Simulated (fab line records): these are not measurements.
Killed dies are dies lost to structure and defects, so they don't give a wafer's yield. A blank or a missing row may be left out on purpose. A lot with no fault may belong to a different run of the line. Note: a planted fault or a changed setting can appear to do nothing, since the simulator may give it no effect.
Chamber matching || flow gf180mcu || GF_V4_CVD_00 on hdpcvd-01: 3 sister chambers
The step deposits SiO2, target thk 600 nm, time 100 s. 6 wafers are shown with their chamber, then 7 later ones without.

== EACH WAFER AND ITS CHAMBER ==
{"wafer": "L398.3", "chamber": 1, "sih4-flow-sccm (sccm)": 59.91}
{"wafer": "L399.2", "chamber": 0, "sih4-flow-sccm (sccm)": 59.85}
{"wafer": "L401.5", "chamber": 2, "sih4-flow-sccm (sccm)": 60.01}
{"wafer": "L401.6", "chamber": 1, "sih4-flow-sccm (sccm)": 59.71}
{"wafer": "L412.1", "chamber": 2, "sih4-flow-sccm (sccm)": 60.14}
{"wafer": "L412.3", "chamber": 0, "sih4-flow-sccm (sccm)": 59.99}

== WAFERS WHOSE CHAMBER IS MISSING ==
{"wafer": "L412.5", "sih4-flow-sccm (sccm)": 60.04}
{"wafer": "L413.1", "sih4-flow-sccm (sccm)": 60.04}
{"wafer": "L413.2", "sih4-flow-sccm (sccm)": 59.97}
{"wafer": "L413.6", "sih4-flow-sccm (sccm)": 60.23}
{"wafer": "L415.1", "sih4-flow-sccm (sccm)": 60.08}
{"wafer": "L415.2", "sih4-flow-sccm (sccm)": 59.86}
{"wafer": "L415.4", "sih4-flow-sccm (sccm)": 60.14}

== WHICH CHAMBER EACH WENT THROUGH ==
{"wafer": "L412.5", "from the rows above": "can't be placed: 2 or 0 or 1", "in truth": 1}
{"wafer": "L413.1", "from the rows above": "can't be placed: 2 or 0 or 1", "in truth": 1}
{"wafer": "L413.2", "from the rows above": "can't be placed: 0 or 2 or 1", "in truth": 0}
{"wafer": "L413.6", "from the rows above": "can't be placed: 2 or 0", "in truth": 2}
{"wafer": "L415.1", "from the rows above": "can't be placed: 2 or 0", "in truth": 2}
{"wafer": "L415.2", "from the rows above": "can't be placed: 1 or 0 or 2", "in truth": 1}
{"wafer": "L415.4", "from the rows above": "can't be placed: 2 or 0", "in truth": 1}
Correct placement for 0 of the 7. Cannot be placed on the basis of these rows: 7; the candidates contain the true chamber in 6. Wrongly placed: 0.
How it was worked out, from the rows above alone: a wafer's distance from a chamber is the root of the sum, over the readings, of the square of ((its reading less the chamber's mean) divided by the reading's scatter). If the next closest chamber is less than 2 further off than the closest, the wafer can't be placed; otherwise it belongs to the closest. A chamber's mean is the mean of its shown wafers. The scatter: take each reading less its chamber's mean, square it, sum over the shown wafers, divide by the number of wafers less the number of chambers, and take the root.
